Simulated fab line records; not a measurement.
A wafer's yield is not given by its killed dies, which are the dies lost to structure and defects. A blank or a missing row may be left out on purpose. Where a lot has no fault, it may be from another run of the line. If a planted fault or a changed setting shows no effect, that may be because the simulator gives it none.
A struck lot beside a sound one ; flow sky130 ; 15 steps out of a route of 708
Sound: wafers L500.2, L500.4, L500.5. The struck wafers were L507.3, L507.4, L507.5. At the end, the cause is stated.
Order at every step that has rows: each side's tool, ch and its chambers, its first start. Under that, the readings that differ: sound wafers ; struck wafers ; difference of the means ; sigmas: that difference in standard deviations of wafers without a fault.
alike: a reading whose means differ by less than 2 such deviations, as well as words and numbers matching on both sides. not compared: withheld readings; readings where some wafer has no value; bounds like >300 that might hide an equal value; numbers whose values overlap and for which the record gives no deviation.
A row with sigmas, a row that says differs or no value, or rows on one side alone: a step with any of these is where the two part. When numbers do not overlap yet have no deviation, they are printed without sigmas and do not part them. A reading missing from all wafers of one side parts the sides only when that side holds two or more wafers.

SKY_VT_ADJUST_HVTR_OVL_MEAS_08:
  sound on overlay-02 at day 10 23:36; struck on overlay-01 at day 13 04:46
  alike: VT_ADJUST_HVTR_OVL
next, for these wafers, 1 step has no rows: SKY_VT_ADJUST_HVTR_IMPLANT_09.
SKY_VT_ADJUST_HVTR_STRIP_10: strips in O2/N2.
  sound on plasmaAsher-01 ch 1, day 10 23:47; struck on plasmaAsher-03 ch 0,1, day 13 04:59
  alike: drypumpMotorCurrentA, n2FlowSccm, oesProductAu, stripTimeToEndpointS
  not compared: rfHoursCounterH
SKY_VT_ADJUST_HVTR_TW_MEAS_11:
  sound on filmMetro-03 at day 10 23:53; struck on filmMetro-02 at day 13 05:04
reading;sound;struck;difference;sigmas
VT_ADJUST_HVTR_TW;209.7 209.7 208.8;204.0 203.4 204.2;-5.5;-2
then, 7 steps without rows for these wafers: SKY_VT_ADJUST_PCH_DEHYDRATE_00 (time 60 s); SKY_VT_ADJUST_PCH_HMDS_01 (prime time 60 s); SKY_VT_ADJUST_PCH_COAT_02 (resist thk 3000 nm); SKY_VT_ADJUST_PCH_SOFTBAKE_03; SKY_VT_ADJUST_PCH_EXPOSE_04 (exposes mask NWM, target cd 840 nm); SKY_VT_ADJUST_PCH_PEB_05; SKY_VT_ADJUST_PCH_DEVELOP_06 (develop time 60 s).
SKY_VT_ADJUST_PCH_OVL_MEAS_07:
  sound on overlay-01 at day 11 23:42; struck on overlay-02 at day 14 06:31
  alike: VT_ADJUST_PCH_OVL
SKY_VT_ADJUST_PCH_IMPLANT_08:
  sound on implanter-03 ch 0, day 11 23:46; struck on implanter-03 ch 0, day 14 06:35
reading;sound;struck;difference;sigmas
beamOnS (s);10.18 9.54 10.14;11.11 10.85 11.29;+1.13;+6
endStationPressureTorr (Torr);5.17e-06 5.23e-06 4.9e-06;7.043e-05 6.925e-05 6.358e-05;+6.265e-05;+99 or more
faradayCurrentUA;2.79 2.96 2.77;2.46 2.51 2.42;-0.38;-7
  alike: beamEnergyKeV
SKY_VT_ADJUST_PCH_STRIP_09: strips in O2/N2.
  sound on plasmaAsher-02 ch 0,1, day 11 23:53; struck on plasmaAsher-01 ch 0,1, day 14 06:43
  alike: drypumpMotorCurrentA, n2FlowSccm, oesProductAu, stripTimeToEndpointS
  not compared: rfHoursCounterH
-- here the record skips 35 days between the struck wafers' starts before and after, leaving off in module VT_ADJUST_PCH and picking up in module PAD_OPEN (first step shown: number 708 of the route) --
SKY_PAD_OPEN_PROBE_99:
  sound on prober-02 at day 47 00:22; struck on prober-01 at day 48 19:43
reading;sound;struck;difference;sigmas
model.etest.pfet_16v.vtV (V);-1.097 -1.1 -1.107;-1.076 -1.077 -1.072;+0.026;
model.etest.pfetG5v0d10v5.vtLongV (V);-0.9262 -0.9328 -0.9303;-0.9121 -0.9103 -0.9074;+0.0198;
  alike: killed_at_M0_to_M3, killed_at_M4_up, killedAtContacts, killedAtFrontEnd, killedAtOther, killedDies, killedOpen, killedShort

## WHERE THEY PART
Last at SKY_VT_ADJUST_PCH_IMPLANT_08 as far as this record goes, first at SKY_VT_ADJUST_HVTR_TW_MEAS_11. Later steps at which nothing parts them and some readings are alike: SKY_VT_ADJUST_PCH_STRIP_09, SKY_PAD_OPEN_PROBE_99.

WHY: whatever the simulator had introduced
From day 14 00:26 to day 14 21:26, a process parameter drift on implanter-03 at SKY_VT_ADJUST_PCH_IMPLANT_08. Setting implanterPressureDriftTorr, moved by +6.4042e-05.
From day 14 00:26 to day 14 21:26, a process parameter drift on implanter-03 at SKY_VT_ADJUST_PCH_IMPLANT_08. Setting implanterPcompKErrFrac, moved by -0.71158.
